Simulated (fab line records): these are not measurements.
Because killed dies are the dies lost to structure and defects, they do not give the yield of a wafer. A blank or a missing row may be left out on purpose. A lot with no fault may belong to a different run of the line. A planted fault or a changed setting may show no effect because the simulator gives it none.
A lot that was struck, set against a sound lot -- flow sky130 -- 22 steps out of a route of 708
Sound: the wafers L193.3, L193.4, L193.6. Struck: wafers L198.2, L198.3, L198.6. The cause is named last.
Per side, at each step with rows, come the tool, then ch with its chambers, and then its first start. Under that, the readings that differ: sound wafers -- struck wafers -- difference of the means -- sigmas: that difference in standard deviations of wafers without a fault.
alike: readings whose means differ by less than 2 such deviations, and words and numbers that are the same on both sides. not compared: withheld readings, readings that some wafer has no value for, bounds like >300 that may hide the same value, and numbers for which the record gives no deviation and whose values overlap.
The two part at a step that has a row with sigmas, a row that says differs or no value, or rows on one side only. Numbers that don't overlap but have no deviation are shown without sigmas and don't part them. A reading that every wafer of one side lacks parts them only if that side has two wafers or more.

first, 5 steps without rows for these wafers: SKY_LDD_P_COAT_02 (resist thk 1140 nm); SKY_LDD_P_SOFTBAKE_03 (time 60 s); SKY_LDD_P_EXPOSE_04 (exposes mask PSDM, target cd 380 nm); SKY_LDD_P_PEB_05; SKY_LDD_P_DEVELOP_06 (develop time 61.64 s).
SKY_LDD_P_CD_MEAS_07: the cd target is 380 nm.
  sound on cd_sem-01 at day 22 20:23; struck on cd_sem-01 at day 24 16:38
  alike: cd_nm
SKY_LDD_P_OVL_MEAS_08:
  sound on overlay-02 at day 22 20:29; struck on overlay-02 at day 24 16:44
  alike: LDD_P_OVL
then, 1 step without rows for these wafers: SKY_LDD_P_IMPLANT_09.
SKY_LDD_P_STRIP_10: strips in O2/N2.
  sound on plasma_asher-02 ch 0,1, day 22 20:41; struck on plasma_asher-02 ch 1, day 24 16:55
  alike: drypump_motor_current_A, oes_product_au, strip_time_to_endpoint_s
  not compared: rf_hours_counter_h
SKY_LDD_P_TW_MEAS_11:
  sound on film_metro-04 at day 22 20:47; struck on film_metro-04 at day 24 17:01
  alike: LDD_P_TW
then, 2 steps without rows for these wafers: SKY_LDD_HVN_DEHYDRATE_00 (time 60 s); SKY_LDD_HVN_HMDS_01 (prime time 60 s).
SKY_LDD_HVN_COAT_02: resist thk 300 nm.
  sound on litho_track-01 ch 0, day 23 12:01; struck on litho_track-01 ch 0, day 25 06:57
reading,sound,struck,difference,sigmas
spin_speed_rpm (rpm),3000.6 2997.4 3002.1,3182.6 3180.5 3182.4,+181.8,+96
model.NOVOLAK_of_LDD_HVN_COAT_02.thk_nm (nm),299.9 299.7 299.7,291.6 291.2 291.3,-8.4,
then, 3 steps without rows for these wafers: SKY_LDD_HVN_SOFTBAKE_03 (time 60 s); SKY_LDD_HVN_EXPOSE_04 (exposes mask HVNTM, target cd 700 nm); SKY_LDD_HVN_PEB_05.
SKY_LDD_HVN_DEVELOP_06: develop time 60 s.
  sound on litho_track-04 ch 0, day 24 03:07; struck on litho_track-03 ch 0, day 25 21:41
reading,sound,struck,difference,sigmas
model.NOVOLAK_of_LDD_HVN_COAT_02.thk_nm (nm),299.5 299.3 299.3,291.2 290.7 290.9,-8.4,
SKY_LDD_HVN_OVL_MEAS_07:
  sound on overlay-02 at day 24 03:13; struck on overlay-01 at day 25 21:49
  alike: LDD_HVN_OVL
then, 1 step without rows for these wafers: SKY_LDD_HVN_IMPLANT_08.
SKY_LDD_HVN_STRIP_09: strips in O2/N2.
  sound on plasma_asher-03 ch 0,1, day 24 03:26; struck on plasma_asher-03 ch 0,1, day 25 21:59
reading,sound,struck,difference,sigmas
oes_product_au (a.u.),0.405 0.413 0.411,0.404 0.400 0.396,-0.010,-2
strip_time_to_endpoint_s (s),4.127 4.122 4.134,4.008 4.012 4.016,-0.116,-9
  alike: drypump_motor_current_A
  not compared: rf_hours_counter_h
SKY_LDD_HVN_TW_MEAS_10:
  sound on film_metro-01 at day 24 03:31; struck on film_metro-03 at day 25 22:06
reading,sound,struck,difference,sigmas
LDD_HVN_TW,1440 1443 1451,1435 1428 1427,-15,-2
-- a jump in the record: the struck wafers' starts before and after are 23 days apart (it breaks off in module LDD_HVN and resumes in module PAD_OPEN, where the first step shown is number 708 of the route) --
SKY_PAD_OPEN_PROBE_99:
  record: rows for the struck wafers here (prober-02, day 49 09:49), none for the sound ones

== WHERE THEY PART ==
First at SKY_LDD_HVN_COAT_02; last, within this record, at SKY_PAD_OPEN_PROBE_99.

WHY: what the simulator had put in
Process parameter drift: litho_track-01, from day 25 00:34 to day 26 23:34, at SKY_LDD_HVN_COAT_02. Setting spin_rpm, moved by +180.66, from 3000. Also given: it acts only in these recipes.
